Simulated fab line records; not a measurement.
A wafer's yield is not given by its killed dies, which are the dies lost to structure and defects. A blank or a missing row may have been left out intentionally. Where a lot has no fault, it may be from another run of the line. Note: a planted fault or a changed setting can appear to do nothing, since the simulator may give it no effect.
Matching of chambers -- flow sky130 -- SKY_METAL4_ETCH_17 on rie_diel-01: 4 sister chambers
The step etches SiO2 in C4F8/O2/Ar, stops on TiN, time 3.9 s, target depth 15 nm. 8 wafers are shown with their chamber, then 12 later ones without.

WAFERS PAIRED WITH THEIR CHAMBERS
wafer,chamber,oes_product_au (a.u.)
L088.4,1,0.756
L088.5,3,0.760
L090.2,1,0.747
L090.3,0,0.748
L090.4,2,0.761
L091.4,0,0.759
L091.5,2,0.747
L091.6,3,0.751

WAFERS WHOSE CHAMBER IS MISSING
wafer,oes_product_au (a.u.)
L092.3,0.748
L092.4,0.746
L092.6,0.755
L093.3,0.758
L093.4,0.753
L093.5,0.765
L095.2,0.753
L095.3,0.763
L095.6,0.760
L097.1,0.768
L097.3,0.754
L097.4,0.768

WHICH CHAMBER EACH ONE RAN IN
wafer,from the rows above,in truth
L092.3,can't be placed: 1 or 0 or 2 or 3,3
L092.4,can't be placed: 1 or 0 or 2 or 3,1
L092.6,can't be placed: 3 or 2 or 0 or 1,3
L093.3,can't be placed: 3 or 2 or 0 or 1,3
L093.4,can't be placed: 0 or 2 or 1 or 3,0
L093.5,can't be placed: 3 or 2 or 0 or 1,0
L095.2,can't be placed: 0 or 2 or 1 or 3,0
L095.3,can't be placed: 3 or 2 or 0 or 1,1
L095.6,can't be placed: 3 or 2 or 0 or 1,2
L097.1,can't be placed: 3 or 2 or 0 or 1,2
L097.3,can't be placed: 2 or 0 or 3 or 1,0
L097.4,can't be placed: 3 or 2 or 0 or 1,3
Placed correctly: 0 of 12. These rows do not allow placing 12 (true chamber among the candidates in 12). 0 placed wrongly.
How it was worked out, from the rows above alone: a wafer's distance from a chamber is the root of the sum, over the readings, of the square of ((its reading less the chamber's mean) divided by the reading's scatter). If the next closest chamber is less than 2 further off than the closest, the wafer can't be placed; otherwise it belongs to the closest. For every chamber, the mean is computed from those of its wafers that are shown. The scatter: the root of (the sum of the squares of (reading less its chamber's mean) over the shown wafers, divided by (wafers less chambers)).
